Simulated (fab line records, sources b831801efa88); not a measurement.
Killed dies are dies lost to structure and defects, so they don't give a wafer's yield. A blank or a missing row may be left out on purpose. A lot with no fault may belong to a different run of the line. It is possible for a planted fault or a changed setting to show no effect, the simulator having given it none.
fab line records :: flow gf180mcu :: part 2 of 2: steps 28 to 36 of 36
record
  lots=5
  wafers=15
  lastDay=33
route steps=602 shown HV_LDD@206 NSD@235
lots with no fault: from the same line, run without faults
startH: hours from the record's first day to the start of the lot's first wafer shown :: waitH: time in hours since the lot's previous step :: " repeats the value in the row above :: L1.1+2: a single row standing in for several wafers :: - either no value or no given start :: * or withheld: withheld :: < > ~ a bound
route shown NAME@n: names a module that has steps shown in the file, with the first one's number in the route :: usual: average and standard deviation across the fault-free wafers :: same: alike in all rows :: chamber/n: place in a boat :: sites: per-site readings :: _std_site: standard deviation across them :: _edge_site: the outer-site mean with the inner-site mean subtracted :: radiusMm: how far each site lies from the wafer's centre :: mask NAME#n: copy n :: behind: the most recent tool/chamber to have shaped the wafer :: hold: reason for holding the lot/hours on hold/outcome of the hold :: device: which transistor (n, p or np) failed to switch :: end of line: tests of these same wafers at the route's end :: a step with no rows: only its recipe :: killed: dies lost to structure and defects at the first sort, not the wafer's yield :: map: a wafer's dies, marking killed ones x, the rest . and places with no die _
set.NAME: the setting that was run; set.NAME@STEP: the one run at that earlier step :: model.NAME: the simulator's own value behind a step, which no gauge read
certain route steps with their lots: each step a table, each wafer a row
services: the hour from which a tool's chamber was out of use, counted from the record's first day as startH (under 0 if before that day), plus the number of hours and why
## steps
# step GF_HV_LDD_THK_MEAS_57
# recipe
  reads=Si3N4_of_HV_LDD_CVD_56
# usual
  HV_LDD_CVD_56_THK=90.1/0.69
lot.wafer: L077.4
tool: filmMetro-01
chamber: -
startH: 297.51
waitH: 0.0
HV_LDD_CVD_56_THK[nm]: 90.3

lot.wafer: L077.5
tool: filmMetro-01
chamber: -
startH: 297.51
waitH: 0.0
HV_LDD_CVD_56_THK[nm]: 90.3

lot.wafer: L077.6
tool: filmMetro-01
chamber: -
startH: 297.51
waitH: 0.0
HV_LDD_CVD_56_THK[nm]: 90.5

lot.wafer: L078.1
tool: filmMetro-02
chamber: -
startH: 308.60
waitH: 0.0
HV_LDD_CVD_56_THK[nm]: 89.3

lot.wafer: L078.3
tool: filmMetro-02
chamber: -
startH: 308.60
waitH: 0.0
HV_LDD_CVD_56_THK[nm]: 88.7

lot.wafer: L078.5
tool: filmMetro-02
chamber: -
startH: 308.60
waitH: 0.0
HV_LDD_CVD_56_THK[nm]: 88.9

lot.wafer: L080.1
tool: filmMetro-02
chamber: -
startH: 326.70
waitH: 0.0
HV_LDD_CVD_56_THK[nm]: 90.5

lot.wafer: L080.3
tool: filmMetro-02
chamber: -
startH: 326.70
waitH: 0.0
HV_LDD_CVD_56_THK[nm]: 90.6

lot.wafer: L080.6
tool: filmMetro-02
chamber: -
startH: 326.70
waitH: 0.0
HV_LDD_CVD_56_THK[nm]: 90.3

lot.wafer: L087.3
tool: filmMetro-01
chamber: -
startH: 378.77
waitH: 0.0
HV_LDD_CVD_56_THK[nm]: 89.4

lot.wafer: L087.5
tool: filmMetro-01
chamber: -
startH: 378.77
waitH: 0.0
HV_LDD_CVD_56_THK[nm]: 90.1

lot.wafer: L087.6
tool: filmMetro-01
chamber: -
startH: 378.77
waitH: 0.0
HV_LDD_CVD_56_THK[nm]: 89.8

lot.wafer: L093.1
tool: filmMetro-01
chamber: -
startH: 427.43
waitH: 0.0
HV_LDD_CVD_56_THK[nm]: 90.2

lot.wafer: L093.3
tool: filmMetro-01
chamber: -
startH: 427.43
waitH: 0.0
HV_LDD_CVD_56_THK[nm]: 90.3

lot.wafer: L093.5
tool: filmMetro-01
chamber: -
startH: 427.43
waitH: 0.0
HV_LDD_CVD_56_THK[nm]: 91.6
# step GF_HV_LDD_ETCHBACK_58
# recipe
  chemistry=CH3F/O2
  target=Si3N4
  stopOn=SiO2
  sourceW=400
  biasW=80
  pressureMtorr=25
  ch3fFlowSccm=40
  O2_flow_sccm=30
  timeS=100
  targetDepthA=900
# usual
  ch3fFlowSccm=40.02/0.11
  drypumpMotorCurrentA=5.7/0.47
  oesProductAu=0.843/0.0057
  rfFwdPowerW=398.1/1.2
  throttleValvePct=10.561/0.0094
lot.wafer: L077.4
tool: rieDiel-04
chamber: 3
startH: 297.54
waitH: 0.0
ch3fFlowSccm: 39.98
drypumpMotorCurrentA: 5.9
oesProductAu: 0.843
rfFwdPowerW: 396.3
rfHoursCounterH: 91
throttleValvePct: 10.572

lot.wafer: L077.5
tool: rieDiel-04
chamber: 0
startH: 297.54
waitH: 0.0
ch3fFlowSccm: 40.17
drypumpMotorCurrentA: 6.1
oesProductAu: 0.839
rfFwdPowerW: 396.8
rfHoursCounterH: -
throttleValvePct: 10.564

lot.wafer: L077.6
tool: rieDiel-04
chamber: 1
startH: 297.54
waitH: 0.0
ch3fFlowSccm: 39.87
drypumpMotorCurrentA: 5.3
oesProductAu: 0.854
rfFwdPowerW: 399.9
rfHoursCounterH: -
throttleValvePct: 10.572

lot.wafer: L078.1
tool: rieDiel-04
chamber: 3
startH: 308.66
waitH: 0.1
ch3fFlowSccm: 40.29
drypumpMotorCurrentA: 5.9
oesProductAu: 0.840
rfFwdPowerW: 396.8
rfHoursCounterH: 92
throttleValvePct: 10.564

lot.wafer: L078.3
tool: rieDiel-04
chamber: 1
startH: 308.66
waitH: 0.1
ch3fFlowSccm: 40.20
drypumpMotorCurrentA: 5.3
oesProductAu: 0.837
rfFwdPowerW: 398.5
rfHoursCounterH: 2
throttleValvePct: 10.563

lot.wafer: L078.5
tool: rieDiel-04
chamber: 3
startH: 308.66
waitH: 0.1
ch3fFlowSccm: 39.86
drypumpMotorCurrentA: 5.9
oesProductAu: 0.836
rfFwdPowerW: 397.2
rfHoursCounterH: -
throttleValvePct: 10.551

lot.wafer: L080.1
tool: rieDiel-02
chamber: 1
startH: 326.76
waitH: 0.1
ch3fFlowSccm: 40.00
drypumpMotorCurrentA: 5.3
oesProductAu: 0.845
rfFwdPowerW: 399.0
rfHoursCounterH: 12
throttleValvePct: 10.574

lot.wafer: L080.3
tool: rieDiel-02
chamber: 0
startH: 326.76
waitH: 0.1
ch3fFlowSccm: 40.10
drypumpMotorCurrentA: 5.9
oesProductAu: 0.851
rfFwdPowerW: 399.2
rfHoursCounterH: 11
throttleValvePct: 10.562

lot.wafer: L080.6
tool: rieDiel-02
chamber: 3
startH: 326.76
waitH: 0.1
ch3fFlowSccm: 39.97
drypumpMotorCurrentA: 5.0
oesProductAu: 0.839
rfFwdPowerW: 399.4
rfHoursCounterH: -
throttleValvePct: 10.572

lot.wafer: L087.3
tool: rieDiel-04
chamber: 0
startH: 378.81
waitH: 0.0
ch3fFlowSccm: 39.89
drypumpMotorCurrentA: 6.1
oesProductAu: 0.843
rfFwdPowerW: 398.3
rfHoursCounterH: 7
throttleValvePct: 10.568

lot.wafer: L087.5
tool: rieDiel-04
chamber: 1
startH: 378.81
waitH: 0.0
ch3fFlowSccm: 39.87
drypumpMotorCurrentA: 5.3
oesProductAu: 0.831
rfFwdPowerW: 397.6
rfHoursCounterH: -
throttleValvePct: 10.555

lot.wafer: L087.6
tool: rieDiel-04
chamber: 0
startH: 378.81
waitH: 0.0
ch3fFlowSccm: 39.89
drypumpMotorCurrentA: 6.1
oesProductAu: 0.846
rfFwdPowerW: 396.6
rfHoursCounterH: -
throttleValvePct: 10.575

lot.wafer: L093.1
tool: rieDiel-04
chamber: 2
startH: 427.49
waitH: 0.1
ch3fFlowSccm: 40.16
drypumpMotorCurrentA: 6.5
oesProductAu: 0.851
rfFwdPowerW: 396.8
rfHoursCounterH: 27
throttleValvePct: 10.561

lot.wafer: L093.3
tool: rieDiel-04
chamber: 3
startH: 427.49
waitH: 0.1
ch3fFlowSccm: 40.05
drypumpMotorCurrentA: 5.9
oesProductAu: 0.841
rfFwdPowerW: 398.5
rfHoursCounterH: 94
throttleValvePct: 10.565

lot.wafer: L093.5
tool: rieDiel-04
chamber: 0
startH: 427.49
waitH: 0.1
ch3fFlowSccm: 39.94
drypumpMotorCurrentA: 6.1
oesProductAu: 0.851
rfFwdPowerW: 398.1
rfHoursCounterH: -
throttleValvePct: 10.577
# step GF_NSD_DEHYDRATE_00
# recipe
  tempC=200
  timeS=60
# usual
  exhaustPa=44.9/0.95
lot.wafer: L077.4
tool: lithoTrack-02
chamber: 0
startH: 307.41
waitH: 9.8
exhaustPa: 42.9

lot.wafer: L077.5
tool: lithoTrack-02
chamber: 0
startH: 307.41
waitH: 9.8
exhaustPa: 43.6

lot.wafer: L077.6
tool: lithoTrack-02
chamber: 0
startH: 307.41
waitH: 9.8
exhaustPa: 43.4

lot.wafer: L078.1
tool: lithoTrack-04
chamber: 0
startH: 317.79
waitH: 9.1
exhaustPa: 43.0

lot.wafer: L078.3
tool: lithoTrack-04
chamber: 0
startH: 317.79
waitH: 9.1
exhaustPa: 42.5

lot.wafer: L078.5
tool: lithoTrack-04
chamber: 0
startH: 317.79
waitH: 9.1
exhaustPa: 44.7

lot.wafer: L080.1
tool: lithoTrack-04
chamber: 0
startH: 337.24
waitH: 10.4
exhaustPa: 44.8

lot.wafer: L080.3
tool: lithoTrack-04
chamber: 0
startH: 337.24
waitH: 10.4
exhaustPa: 45.2

lot.wafer: L080.6
tool: lithoTrack-04
chamber: 0
startH: 337.24
waitH: 10.4
exhaustPa: 45.0

lot.wafer: L087.3
tool: lithoTrack-04
chamber: 0
startH: 388.79
waitH: 9.9
exhaustPa: 45.2

lot.wafer: L087.5
tool: lithoTrack-04
chamber: 0
startH: 388.79
waitH: 9.9
exhaustPa: 46.0

lot.wafer: L087.6
tool: lithoTrack-04
chamber: 0
startH: 388.79
waitH: 9.9
exhaustPa: 45.2

lot.wafer: L093.1
tool: lithoTrack-02
chamber: 0
startH: 438.54
waitH: 11.0
exhaustPa: 44.7

lot.wafer: L093.3
tool: lithoTrack-02
chamber: 0
startH: 438.54
waitH: 11.0
exhaustPa: 46.1

lot.wafer: L093.5
tool: lithoTrack-02
chamber: 0
startH: 438.54
waitH: 11.0
exhaustPa: 44.8
# step GF_NSD_HMDS_01
# recipe
  primeTimeS=60
  primeTempC=120
# usual
  exhaustPa=44.9/0.93
  primeTempC=120.00/0.12
lot.wafer: L077.4
tool: lithoTrack-02
chamber: 0
startH: 307.56
waitH: 0.1
exhaustPa: 44.6
primeTempC: 119.79

lot.wafer: L077.5
tool: lithoTrack-02
chamber: 0
startH: 307.56
waitH: 0.1
exhaustPa: 45.3
primeTempC: 120.09

lot.wafer: L077.6
tool: lithoTrack-02
chamber: 0
startH: 307.56
waitH: 0.1
exhaustPa: 43.2
primeTempC: 120.03

lot.wafer: L078.1
tool: lithoTrack-04
chamber: 0
startH: 317.94
waitH: 0.1
exhaustPa: 44.5
primeTempC: 120.13

lot.wafer: L078.3
tool: lithoTrack-04
chamber: 0
startH: 317.94
waitH: 0.1
exhaustPa: 43.9
primeTempC: 119.75

lot.wafer: L078.5
tool: lithoTrack-04
chamber: 0
startH: 317.94
waitH: 0.1
exhaustPa: 44.1
primeTempC: 119.81

lot.wafer: L080.1
tool: lithoTrack-04
chamber: 0
startH: 337.39
waitH: 0.1
exhaustPa: 46.0
primeTempC: 120.08

lot.wafer: L080.3
tool: lithoTrack-04
chamber: 0
startH: 337.39
waitH: 0.1
exhaustPa: 46.0
primeTempC: 119.86

lot.wafer: L080.6
tool: lithoTrack-04
chamber: 0
startH: 337.39
waitH: 0.1
exhaustPa: 45.9
primeTempC: 119.96

lot.wafer: L087.3
tool: lithoTrack-04
chamber: 0
startH: 388.94
waitH: 0.1
exhaustPa: 44.2
primeTempC: 120.11

lot.wafer: L087.5
tool: lithoTrack-04
chamber: 0
startH: 388.94
waitH: 0.1
exhaustPa: 44.9
primeTempC: 120.03

lot.wafer: L087.6
tool: lithoTrack-04
chamber: 0
startH: 388.94
waitH: 0.1
exhaustPa: 44.4
primeTempC: 119.98

lot.wafer: L093.1
tool: lithoTrack-02
chamber: 0
startH: 438.69
waitH: 0.1
exhaustPa: 45.2
primeTempC: 119.83

lot.wafer: L093.3
tool: lithoTrack-02
chamber: 0
startH: 438.69
waitH: 0.1
exhaustPa: 43.8
primeTempC: 119.92

lot.wafer: L093.5
tool: lithoTrack-02
chamber: 0
startH: 438.69
waitH: 0.1
exhaustPa: 45.2
primeTempC: 119.89
# step GF_NSD_COAT_02
# recipe
  resist=NOVOLAK
  spinRpm=3000
  resistThkNm=1000
# usual
  exhaustPa=45.0/0.98
  spinSpeedRpm=3000.2/2
lot.wafer: L077.4
tool: lithoTrack-02
chamber: 0
startH: 307.71
waitH: 0.1
exhaustPa: 44.6
spinSpeedRpm: 3000.2

lot.wafer: L077.5
tool: lithoTrack-02
chamber: 0
startH: 307.71
waitH: 0.1
exhaustPa: 45.3
spinSpeedRpm: 3002.0

lot.wafer: L077.6
tool: lithoTrack-02
chamber: 0
startH: 307.71
waitH: 0.1
exhaustPa: 44.4
spinSpeedRpm: 3001.1

lot.wafer: L078.1
tool: lithoTrack-04
chamber: 0
startH: 318.09
waitH: 0.1
exhaustPa: 45.4
spinSpeedRpm: 2998.0

lot.wafer: L078.3
tool: lithoTrack-04
chamber: 0
startH: 318.09
waitH: 0.1
exhaustPa: 44.5
spinSpeedRpm: 2998.3

lot.wafer: L078.5
tool: lithoTrack-04
chamber: 0
startH: 318.09
waitH: 0.1
exhaustPa: 44.5
spinSpeedRpm: 2998.1

lot.wafer: L080.1
tool: lithoTrack-04
chamber: 0
startH: 337.54
waitH: 0.1
exhaustPa: 44.2
spinSpeedRpm: 2998.0

lot.wafer: L080.3
tool: lithoTrack-04
chamber: 0
startH: 337.54
waitH: 0.1
exhaustPa: 44.9
spinSpeedRpm: 2996.5

lot.wafer: L080.6
tool: lithoTrack-04
chamber: 0
startH: 337.54
waitH: 0.1
exhaustPa: 44.5
spinSpeedRpm: 2999.0

lot.wafer: L087.3
tool: lithoTrack-04
chamber: 0
startH: 389.09
waitH: 0.1
exhaustPa: 45.7
spinSpeedRpm: 3001.1

lot.wafer: L087.5
tool: lithoTrack-04
chamber: 0
startH: 389.09
waitH: 0.1
exhaustPa: 44.2
spinSpeedRpm: 3002.9

lot.wafer: L087.6
tool: lithoTrack-04
chamber: 0
startH: 389.09
waitH: 0.1
exhaustPa: 45.0
spinSpeedRpm: 3000.4

lot.wafer: L093.1
tool: lithoTrack-02
chamber: 0
startH: 438.84
waitH: 0.1
exhaustPa: 44.8
spinSpeedRpm: 3006.1

lot.wafer: L093.3
tool: lithoTrack-02
chamber: 0
startH: 438.84
waitH: 0.1
exhaustPa: 45.4
spinSpeedRpm: 3000.3

lot.wafer: L093.5
tool: lithoTrack-02
chamber: 0
startH: 438.84
waitH: 0.1
exhaustPa: 46.1
spinSpeedRpm: 3000.1
# step GF_NSD_SOFTBAKE_03
# recipe
  tempC=90
  timeS=60
  resist=NOVOLAK
# usual
  exhaustPa=45.1/0.93
lot.wafer: L077.4
tool: lithoTrack-02
chamber: 0
startH: 307.86
waitH: 0.1
exhaustPa: 46.1

lot.wafer: L077.5
tool: lithoTrack-02
chamber: 0
startH: 307.86
waitH: 0.1
exhaustPa: 47.0

lot.wafer: L077.6
tool: lithoTrack-02
chamber: 0
startH: 307.86
waitH: 0.1
exhaustPa: 45.7

lot.wafer: L078.1
tool: lithoTrack-04
chamber: 0
startH: 318.24
waitH: 0.1
exhaustPa: 46.1

lot.wafer: L078.3
tool: lithoTrack-04
chamber: 0
startH: 318.24
waitH: 0.1
exhaustPa: 44.5

lot.wafer: L078.5
tool: lithoTrack-04
chamber: 0
startH: 318.24
waitH: 0.1
exhaustPa: 45.1

lot.wafer: L080.1
tool: lithoTrack-04
chamber: 0
startH: 337.69
waitH: 0.1
exhaustPa: 45.1

lot.wafer: L080.3
tool: lithoTrack-04
chamber: 0
startH: 337.69
waitH: 0.1
exhaustPa: 45.2

lot.wafer: L080.6
tool: lithoTrack-04
chamber: 0
startH: 337.69
waitH: 0.1
exhaustPa: 45.0

lot.wafer: L087.3
tool: lithoTrack-04
chamber: 0
startH: 389.24
waitH: 0.1
exhaustPa: 45.5

lot.wafer: L087.5
tool: lithoTrack-04
chamber: 0
startH: 389.24
waitH: 0.1
exhaustPa: 44.5

lot.wafer: L087.6
tool: lithoTrack-04
chamber: 0
startH: 389.24
waitH: 0.1
exhaustPa: 45.7

lot.wafer: L093.1
tool: lithoTrack-02
chamber: 0
startH: 438.99
waitH: 0.1
exhaustPa: 43.6

lot.wafer: L093.3
tool: lithoTrack-02
chamber: 0
startH: 438.99
waitH: 0.1
exhaustPa: 44.5

lot.wafer: L093.5
tool: lithoTrack-02
chamber: 0
startH: 438.99
waitH: 0.1
exhaustPa: 44.2
# step GF_NSD_EXPOSE_04
# recipe
  maskId=Nplus
  targetCdNm=400
  na=0.6
  sourceShape=conventional
  sigmaOuter=0.6
  doseMj=140
lot.wafer: L077.4+5+6
tool: ilineStepper-01
chamber: 0
startH: -
waitH: -
mask: Nplus#0

lot.wafer: L078.1+3+5
tool: ilineStepper-01
chamber: 0
startH: -
waitH: -
mask: Nplus#0

lot.wafer: L080.1+3+6
tool: ilineStepper-01
chamber: 0
startH: -
waitH: -
mask: Nplus#0

lot.wafer: L087.3+5+6
tool: ilineStepper-01
chamber: 0
startH: -
waitH: -
mask: Nplus#0

lot.wafer: L093.1+3+5
tool: ilineStepper-02
chamber: 0
startH: -
waitH: -
mask: Nplus#0
# step GF_NSD_PEB_05
# recipe
  tempC=withheld
  timeS=*
  resist=NOVOLAK
# usual
  exhaustPa=44.9/0.88
lot.wafer: L077.4
tool: lithoTrack-01
chamber: 0
startH: -
waitH: -
exhaustPa: 43.6

lot.wafer: L077.5
tool: lithoTrack-01
chamber: 0
startH: -
waitH: -
exhaustPa: 45.0

lot.wafer: L077.6
tool: lithoTrack-01
chamber: 0
startH: -
waitH: -
exhaustPa: 43.9

lot.wafer: L078.1
tool: lithoTrack-04
chamber: 0
startH: -
waitH: -
exhaustPa: 44.0

lot.wafer: L078.3
tool: lithoTrack-04
chamber: 0
startH: -
waitH: -
exhaustPa: 45.4

lot.wafer: L078.5
tool: lithoTrack-04
chamber: 0
startH: -
waitH: -
exhaustPa: 44.4

lot.wafer: L080.1
tool: lithoTrack-01
chamber: 0
startH: -
waitH: -
exhaustPa: 46.3

lot.wafer: L080.3
tool: lithoTrack-01
chamber: 0
startH: -
waitH: -
exhaustPa: 45.4

lot.wafer: L080.6
tool: lithoTrack-01
chamber: 0
startH: -
waitH: -
exhaustPa: 45.1

lot.wafer: L087.3
tool: lithoTrack-01
chamber: 0
startH: -
waitH: -
exhaustPa: 46.4

lot.wafer: L087.5
tool: lithoTrack-01
chamber: 0
startH: -
waitH: -
exhaustPa: 45.3

lot.wafer: L087.6
tool: lithoTrack-01
chamber: 0
startH: -
waitH: -
exhaustPa: 44.6

lot.wafer: L093.1
tool: lithoTrack-04
chamber: 0
startH: -
waitH: -
exhaustPa: 43.2

lot.wafer: L093.3
tool: lithoTrack-04
chamber: 0
startH: -
waitH: -
exhaustPa: 43.6

lot.wafer: L093.5
tool: lithoTrack-04
chamber: 0
startH: -
waitH: -
exhaustPa: 44.1
# step GF_NSD_DEVELOP_06
# recipe
  developTimeS=60
  devTempC=23
# usual
  exhaustPa=45.1/1
lot.wafer: L077.4
tool: lithoTrack-01
chamber: 0
startH: 317.79
waitH: 0.1
exhaustPa: 45.7

lot.wafer: L077.5
tool: lithoTrack-01
chamber: 0
startH: 317.79
waitH: 0.1
exhaustPa: 43.9

lot.wafer: L077.6
tool: lithoTrack-01
chamber: 0
startH: 317.79
waitH: 0.1
exhaustPa: 45.3

lot.wafer: L078.1
tool: lithoTrack-04
chamber: 0
startH: 328.09
waitH: 0.1
exhaustPa: 44.4

lot.wafer: L078.3
tool: lithoTrack-04
chamber: 0
startH: 328.09
waitH: 0.1
exhaustPa: 45.3

lot.wafer: L078.5
tool: lithoTrack-04
chamber: 0
startH: 328.09
waitH: 0.1
exhaustPa: 43.9

lot.wafer: L080.1
tool: lithoTrack-01
chamber: 0
startH: 347.87
waitH: 0.1
exhaustPa: 44.6

lot.wafer: L080.3
tool: lithoTrack-01
chamber: 0
startH: 347.87
waitH: 0.1
exhaustPa: 44.1

lot.wafer: L080.6
tool: lithoTrack-01
chamber: 0
startH: 347.87
waitH: 0.1
exhaustPa: 46.0

lot.wafer: L087.3
tool: lithoTrack-01
chamber: 0
startH: 400.87
waitH: 0.1
exhaustPa: 45.5

lot.wafer: L087.5
tool: lithoTrack-01
chamber: 0
startH: 400.87
waitH: 0.1
exhaustPa: 44.2

lot.wafer: L087.6
tool: lithoTrack-01
chamber: 0
startH: 400.87
waitH: 0.1
exhaustPa: 42.8

lot.wafer: L093.1
tool: lithoTrack-04
chamber: 0
startH: 450.64
waitH: 0.1
exhaustPa: 45.4

lot.wafer: L093.3
tool: lithoTrack-04
chamber: 0
startH: 450.64
waitH: 0.1
exhaustPa: 45.2

lot.wafer: L093.5
tool: lithoTrack-04
chamber: 0
startH: 450.64
waitH: 0.1
exhaustPa: 45.1
## services
tool: plasmaAsher-01
chamber: -
startH: 252.58
hours: 7.6
kind: repair

tool: lpcvd-02
chamber: -
startH: 253.83
hours: 6.1
kind: pm

tool: ilineStepper-02
chamber: -
startH: 259.89
hours: 4.4
kind: repair

tool: rieDiel-04
chamber: 0
startH: 263.92
hours: 3.8
kind: repair

tool: wetBench-03
chamber: -
startH: 269.87
hours: 1.5
kind: repair

tool: ilineStepper-01
chamber: -
startH: 285.60
hours: 1.7
kind: pm

tool: ilineStepper-02
chamber: -
startH: 289.14
hours: 1.7
kind: pm

tool: implanter-02
chamber: -
startH: 289.76
hours: 3.9
kind: repair

tool: ilineStepper-01
chamber: -
startH: 292.78
hours: 6.5
kind: repair

tool: implanter-02
chamber: -
startH: 321.74
hours: 4.4
kind: repair

tool: implanter-02
chamber: -
startH: 339.89
hours: 1.6
kind: repair

tool: rieDiel-04
chamber: 3
startH: 344.04
hours: 28.2
kind: repair

tool: lpcvd-01
chamber: -
startH: 351.92
hours: 0.6
kind: repair

tool: plasmaAsher-01
chamber: -
startH: 367.41
hours: 3.9
kind: repair

tool: plasmaAsher-01
chamber: -
startH: 367.73
hours: 2.5
kind: repair

tool: ilineStepper-01
chamber: -
startH: 370.41
hours: 2.1
kind: pm

tool: rieDiel-04
chamber: 2
startH: 371.51
hours: 3.9
kind: repair

tool: implanter-04
chamber: -
startH: 379.38
hours: 3.4
kind: pm

tool: lpcvd-02
chamber: -
startH: 389.27
hours: 8.5
kind: repair

tool: ilineStepper-01
chamber: -
startH: 395.57
hours: 1.1
kind: repair

tool: lpcvd-01
chamber: -
startH: 409.12
hours: 2.8
kind: pm

tool: implanter-04
chamber: -
startH: 427.27
hours: 11.8
kind: pm

tool: lpcvd-01
chamber: -
startH: 435.97
hours: 0.6
kind: repair

tool: implanter-04
chamber: -
startH: 444.58
hours: 1.6
kind: repair
